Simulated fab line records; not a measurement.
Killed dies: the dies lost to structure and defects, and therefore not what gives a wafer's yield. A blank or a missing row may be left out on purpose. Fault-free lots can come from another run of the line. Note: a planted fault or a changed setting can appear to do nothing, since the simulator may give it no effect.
Which of the tools did it? + flow gf180mcu + 12 lots with 36 wafers sampled at 5 steps, on a route of 602 steps

WHAT EACH GAUGE READ, for each wafer
GF_V4_THK_MEAS_25: measures by xrf.
| lot  | measured     | on            | V4_W_THK (nm) |
|------|--------------|---------------|---------------|
| L679 | day 24 18:05 | film_metro-01 | 366 368 373   |
| L681 | day 25 14:10 | film_metro-02 | 361 366 361   |
| L684 | day 26 10:38 | film_metro-03 | 368 363 368   |
| L685 | day 26 19:27 | film_metro-02 | 364 366 364   |
| L688 | day 27 19:54 | film_metro-02 | 372 368 372   |
| L689 | day 28 06:44 | film_metro-02 | 363 361 365   |
| L690 | day 28 10:23 | film_metro-03 | 353 357 355   |
| L691 | day 28 17:24 | film_metro-03 | 359 359 360   |
| L692 | day 28 21:59 | film_metro-03 | 361 362 360   |
| L695 | day 30 00:43 | film_metro-03 | 359 362 359   |
| L697 | day 30 11:25 | film_metro-03 | 364 358 357   |
| L698 | day 30 17:44 | film_metro-02 | 359 362 366   |

GF_V5_BOW_MEAS_05.
| lot  | measured     | on            | V5_BOW (um)       |
|------|--------------|---------------|-------------------|
| L679 | day 26 15:02 | film_metro-04 | 130 130 118       |
| L681 | day 27 10:55 | film_metro-04 | 151 157 154       |
| L684 | day 28 05:43 | film_metro-02 | 165 160 167 - - - |
| L685 | day 28 13:29 | film_metro-04 | 152 164 158 - - - |
| L688 | day 29 13:14 | film_metro-04 | 137 141 154       |
| L689 | day 30 00:43 | film_metro-04 | 135 130 132       |
| L690 | day 30 02:40 | film_metro-01 | 141 148 150       |
| L691 | day 30 10:24 | film_metro-01 | 122 133 128       |
| L692 | day 30 14:14 | film_metro-01 | 135 142 137       |
| L695 | day 31 14:42 | film_metro-04 | 138 136 147       |
| L697 | day 32 00:33 | film_metro-01 | 129 129 133       |
| L698 | day 32 07:01 | film_metro-04 | 154 158 144       |

TOOL THAT RAN EACH LOT (tool first, then ch and the chambers of the sampled wafers, then the start)
| lot  | GF_V4_CMP_26                  | GF_MIM_SPUTTER_03            | GF_V5_CMP_04                  |
|------|-------------------------------|------------------------------|-------------------------------|
| L679 | cmp-02 ch 0,3, day 24 18:09   | pvd_sputter-03, day 24 18:37 | cmp-02 ch 0,1,2, day 26 14:47 |
| L681 | cmp-01 ch 0,1,2, day 25 14:14 | pvd_sputter-04, day 25 14:41 | cmp-01 ch 0,1,2, day 27 10:37 |
| L684 | cmp-02 ch 0,1, day 26 10:41   | pvd_sputter-04, day 26 11:09 | cmp-02 ch 0,2,3, day 28 05:33 |
| L685 | cmp-01 ch 0,2,3, day 26 19:31 | pvd_sputter-04, day 26 19:58 | cmp-02 ch 1,2,3, day 28 13:11 |
| L688 | cmp-02 ch 1,3, day 27 20:01   | pvd_sputter-02, day 27 20:25 | cmp-02 ch 0,2, day 29 12:59   |
| L689 | cmp-02 ch 0,1, day 28 06:48   | pvd_sputter-04, day 28 07:16 | cmp-01 ch 0,1,2, day 30 00:31 |
| L690 | cmp-02 ch 0,2,3, day 28 10:34 | pvd_sputter-04, day 28 10:52 | cmp-02 ch 2,3, day 30 02:19   |
| L691 | cmp-02 ch 1,2,3, day 28 17:28 | pvd_sputter-04, day 28 17:55 | cmp-02 ch 1,2,3, day 30 10:06 |
| L692 | cmp-01 ch 0,2,3, day 28 22:02 | pvd_sputter-02, day 28 22:30 | cmp-01 ch 1,2,3, day 30 13:59 |
| L695 | cmp-02 ch 0,1,3, day 30 00:47 | pvd_sputter-03, day 30 01:14 | cmp-01 ch 0,3, day 31 14:24   |
| L697 | cmp-02 ch 2,3, day 30 11:32   | pvd_sputter-02, day 30 11:56 | cmp-02 ch 0,1,3, day 32 00:21 |
| L698 | cmp-02 ch 1,2,3, day 30 17:48 | pvd_sputter-04, day 30 18:16 | cmp-02 ch 0,1,3, day 32 06:43 |
- GF_V4_CMP_26: polishes, stops on SiO2, t overpolish 15 s, target thk 0 nm.
- GF_MIM_SPUTTER_03: material Ti, target thk 10 nm, time 6.7 s.
- GF_V5_CMP_04: polishes SiO2.

WHAT THE TOOLS THEMSELVES READ (means of the sampled wafers that have a number; where no wafer has one, the mark that the record gives instead)
GF_V4_CMP_26.
| lot  | tool   | edge_zone_pressure_frac | head_pressure_psi (psi) | motor_current_A (A) | overpolish_run_s (s) | slurry_filter_dp_kPa (kPa) | time_to_endpoint_s (s) |
|------|--------|-------------------------|-------------------------|---------------------|----------------------|----------------------------|------------------------|
| L679 | cmp-02 | 1.001                   | 3.503                   | 10.8                | 15.006               | 13.44                      | 87.0                   |
| L681 | cmp-01 | 1.000                   | 3.493                   | 11.1                | 14.991               | 13.57                      | 85.4                   |
| L684 | cmp-02 | 0.998                   | 3.499                   | 10.5                | 14.994               | 13.47                      | 86.3                   |
| L685 | cmp-01 | 1.004                   | 3.501                   | 11.0                | 14.997               | 13.44                      | 85.2                   |
| L688 | cmp-02 | 1.000                   | 3.506                   | 10.7                | 14.999               | 13.51                      | 80.5                   |
| L689 | cmp-02 | 0.999                   | 3.503                   | 10.6                | 14.999               | 13.49                      | 84.2                   |
| L690 | cmp-02 | 0.998                   | 3.504                   | 10.4                | 15.002               | 13.49                      | 79.7                   |
| L691 | cmp-02 | 1.000                   | 3.500                   | 10.4                | 15.013               | 13.40                      | 82.2                   |
| L692 | cmp-01 | 0.999                   | 3.505                   | 11.0                | 15.003               | 13.46                      | 86.7                   |
| L695 | cmp-02 | 1.002                   | 3.500                   | 11.0                | 14.996               | 13.43                      | 82.0                   |
| L697 | cmp-02 | 1.001                   | 3.508                   | 10.5                | 15.002               | 13.38                      | 84.9                   |
| L698 | cmp-02 | 1.002                   | 3.501                   | 10.5                | 15.001               | 13.53                      | 84.9                   |

GF_MIM_SPUTTER_03.
| lot  | tool           | cathode_dc_power_W (W) | throttle_valve_pct (%) |
|------|----------------|------------------------|------------------------|
| L679 | pvd_sputter-03 | 2999.7                 | 28.6                   |
| L681 | pvd_sputter-04 | 2999.8                 | 30.1                   |
| L684 | pvd_sputter-04 | 2999.9                 | 30.4                   |
| L685 | pvd_sputter-04 | 2999.6                 | 29.6                   |
| L688 | pvd_sputter-02 | 3000.2                 | 30.2                   |
| L689 | pvd_sputter-04 | 2999.9                 | 29.1                   |
| L690 | pvd_sputter-04 | 3000.1                 | 30.2                   |
| L691 | pvd_sputter-04 | 3000.4                 | 29.8                   |
| L692 | pvd_sputter-02 | 2999.7                 | 30.4                   |
| L695 | pvd_sputter-03 | 3000.0                 | 30.0                   |
| L697 | pvd_sputter-02 | 3000.1                 | 30.4                   |
| L698 | pvd_sputter-04 | 3000.3                 | 29.3                   |

GF_V5_CMP_04.
| lot  | tool   | edge_zone_pressure_frac | head_pressure_psi (psi) | motor_current_A (A) | slurry_filter_dp_kPa (kPa) |
|------|--------|-------------------------|-------------------------|---------------------|----------------------------|
| L679 | cmp-02 | 1.005                   | 3.993                   | 11.6                | 13.46                      |
| L681 | cmp-01 | 1.001                   | 4.006                   | 12.3                | 13.46                      |
| L684 | cmp-02 | -                       | -                       | -                   | -                          |
| L685 | cmp-02 | -                       | -                       | -                   | -                          |
| L688 | cmp-02 | 1.000                   | 4.004                   | 11.4                | 13.48                      |
| L689 | cmp-01 | 1.005                   | 4.007                   | 12.1                | 13.55                      |
| L690 | cmp-02 | 1.004                   | 3.993                   | 11.6                | 13.39                      |
| L691 | cmp-02 | 1.000                   | 4.005                   | 11.5                | 13.40                      |
| L692 | cmp-01 | 0.998                   | 4.008                   | 12.3                | 13.58                      |
| L695 | cmp-01 | 0.999                   | 3.992                   | 11.4                | 13.37                      |
| L697 | cmp-02 | 1.002                   | 4.009                   | 11.6                | 13.49                      |
| L698 | cmp-02 | 0.998                   | 3.997                   | 11.9                | 13.43                      |

THE ANSWER, worked out from the rows above alone
Rule: the usual values come from the lots themselves. Put in order of their means at a reading, lots are off if they are a third of the lots or fewer, leave a main group of 4 or more, and stand apart from it by a gap of 3 or more times the standard deviation of the main group's means; of several such gaps the widest counts. If all means in a main group match to the digits the tables above print for the reading, that group is not used. A lot without any number at a reading at which 4 lots or more have one is off too. Where the step has rows for the other lots, those lots are counted as sound. First the gauges in route order, then the tools' own readings, where a lot's mean is used as printed above. At the first step where some lot is off, the reading lying furthest off is the one used; lots without a number count as furthest.
Off: L684, L685, at GF_V5_CMP_04 (edge_zone_pressure_frac). Without a number there: L684, L685. The main group has a mean of 1.001 with a standard deviation of 0.0026.
If a tool, at that step or one of the process steps before it, ran each lot that is off and ran no sound lot following the first of them, it fits. None of those tried fits.

WHAT HAD BEEN PUT IN BY THE SIMULATOR
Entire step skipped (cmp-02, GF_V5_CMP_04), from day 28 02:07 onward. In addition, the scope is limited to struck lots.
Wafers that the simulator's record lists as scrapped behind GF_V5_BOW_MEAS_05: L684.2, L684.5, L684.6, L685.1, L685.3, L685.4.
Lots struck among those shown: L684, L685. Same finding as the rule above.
